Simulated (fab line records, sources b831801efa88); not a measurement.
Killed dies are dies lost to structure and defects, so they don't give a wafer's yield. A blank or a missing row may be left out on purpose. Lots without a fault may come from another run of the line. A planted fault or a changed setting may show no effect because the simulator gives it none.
fab line records | flow sky130
record lots=14 wafers=42 last_day=51
route steps=708 shown SD_P@329 PAD_OPEN@708
lots that met no fault: from a run of the same line without faults
start_h: hours from the record's first day to the start of the lot's first wafer shown | wait_h: hours since the lot's step before | " the same as in the row above | L1.1+2: a row that stands for several wafers | - no value, or no start given | * or withheld: withheld | < > ~ a bound
route shown NAME@n: a module of which the file shows steps, and the number in the route of the first | usual: mean/standard deviation of fault-free wafers | same: alike in all rows | chamber/n: place in a boat | sites: the reading at each site | _std_site: their standard deviation | _edge_site: outer sites' mean less inner sites' | radius_mm: how far each site lies from the wafer's centre | mask NAME#n: copy n | behind: the tool/chamber that last shaped the wafer | hold: why the lot was held/for how many hours/how that ended | device: the transistor (n, p or np) that didn't switch | end of line: the same wafers' tests at the end of the route | a step without rows: its recipe alone | killed: dies lost to structure and defects at the first sort, not the wafer's yield | map: a wafer's dies, x killed, . not, _ none there
set.NAME: the setting as run; set.NAME@STEP: as run at that earlier step | model.NAME: the simulator's own value behind a step, which no gauge read
steps of the route over a sample of lots; a table a step, a row a wafer
services: from which hour (start_h, from the record's first day; less than 0 if before it) a tool's chamber was out of use, for how many hours, and why
## steps
# step SKY_SD_P_IMPLANT_09
# recipe species=BF2 energy_kev=20 dose_cm2=3e+15 tilt_deg=0
# usual beam_energy_keV=19.999/0.0065
# columns lot.wafer tool chamber start_h wait_h beam_energy_keV
L232.1 implanter-04 0 609.99 0.0 20.000
L232.3 " 0 " " 19.994
L232.6 " 0 " " 19.997
L234.3 implanter-03 0 623.19 0.1 20.005
L234.4 " 0 " " 20.001
L234.5 " 0 " " 20.006
L236.1 implanter-03 0 645.27 0.0 19.732
L236.5 " 0 " " 19.727
L236.6 " 0 " " 19.730
L237.4 implanter-03 0 653.28 0.1 19.737
L237.5 " 0 " " 19.750
L237.6 " 0 " " 19.737
L241.4 implanter-04 0 696.01 0.1 20.001
L241.5 " 0 " " 19.996
L241.6 " 0 " " 19.993
L242.2 implanter-02 0 705.20 0.0 19.992
L242.3 " 0 " " 20.001
L242.4 " 0 " " 19.989
L245.3 implanter-03 0 730.39 0.1 19.996
L245.5 " 0 " " 19.988
L245.6 " 0 " " 19.984
L246.2 implanter-02 0 745.58 0.0 19.984
L246.3 " 0 " " 19.992
L246.4 " 0 " " 19.994
L247.1 implanter-03 0 756.74 0.0 19.996
L247.3 " 0 " " 20.001
L247.6 " 0 " " 19.996
L248.2 implanter-03 0 757.36 0.0 19.997
L248.5 " 0 " " 19.999
L248.6 " 0 " " 19.997
L251.1 implanter-03 0 780.32 0.0 20.003
L251.2 " 0 " " 20.009
L251.6 " 0 " " 20.012
L253.4 implanter-03 0 789.33 0.1 20.005
L253.5 " 0 " " 20.001
L253.6 " 0 " " 19.997
L254.1 implanter-03 0 791.27 0.0 20.010
L254.2 " 0 " " 20.002
L254.5 " 0 " " 19.999
L255.2 implanter-02 0 799.06 0.0 20.000
L255.3 " 0 " " 20.003
L255.5 " 0 " " 19.997
# step SKY_PAD_OPEN_PROBE_99
# usual killed_at_M0_to_M3=43/7 killed_at_M4_up=3.1/1.5 killed_at_contacts=23/4.9 killed_at_front_end=16/3.9 killed_at_other=0.3/0.52 killed_dies=86/8.2 killed_open=47/6.1 killed_short=38/5.8
# same gross_dies=492 killed_at_back_side=0
# columns lot.wafer tool chamber start_h wait_h killed_at_M0_to_M3 killed_at_M4_up killed_at_contacts killed_at_front_end killed_at_other killed_dies killed_open killed_short
L242.2 prober-01 - 1175.13 0.1 41 1 23 14 0 79 40 38
L242.4 prober-01 - 1175.23 0.2 29 3 30 18 0 80 43 36
# killed by level:class
L242.2 LI_CONTACT:geometric_particle:open=10 VIA3:geometric_particle:short=10 CONTACT:geometric_particle:open=7 VIA1:geometric_particle:open=6 METAL2:geometric_particle:short=6 VIA3:geometric_particle:open=5 VIA2:geometric_particle:short=4 FIELD_ISO:geometric_particle:short=3
L242.4 LI_CONTACT:geometric_particle:open=11 CONTACT:geometric_particle:open=9 VIA1:geometric_particle:open=6 FIELD_ISO:geometric_particle:short=5 FIELD_ISO:geometric_particle:open=5 LOCAL_INTERCONNECT:geometric_particle:short=5 METAL1:geometric_particle:short=5 VIA2:geometric_particle:open=5
## services
# columns tool chamber start_h hours kind
implanter-03 - 604.77 9.3 repair
implanter-03 - 614.10 4.5 pm
implanter-03 - 694.30 5.9 repair
implanter-03 - 754.99 1.0 repair
implanter-02 - 790.55 4.2 pm
implanter-02 - 795.32 2.7 repair
## key
first_sign step=SKY_SD_P_IMPLANT_09 reading=beam_energy_keV direction=down sigmas=41 usual=* struck=*
effect none on later readings
met_at SKY_SD_P_IMPLANT_09
struck_lots L236,L237
tester_left_out L236,L237
onset_between 623.19 645.27
fault kind=process_parameter_drift tool=implanter-03 chamber=- onset_h=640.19 steps=SKY_SD_P_IMPLANT_09 channel=energy_kev offset=* shape=step end_h=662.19 acts_in=* stated=*
# tester_left_out: of these lots the tester's yield and bins aren't shown, on N5 and GAA mostly nor the transistor test; their killed dies are dies lost to structure and defects alone, not to doping, threshold or leakage, so they don't give the yield
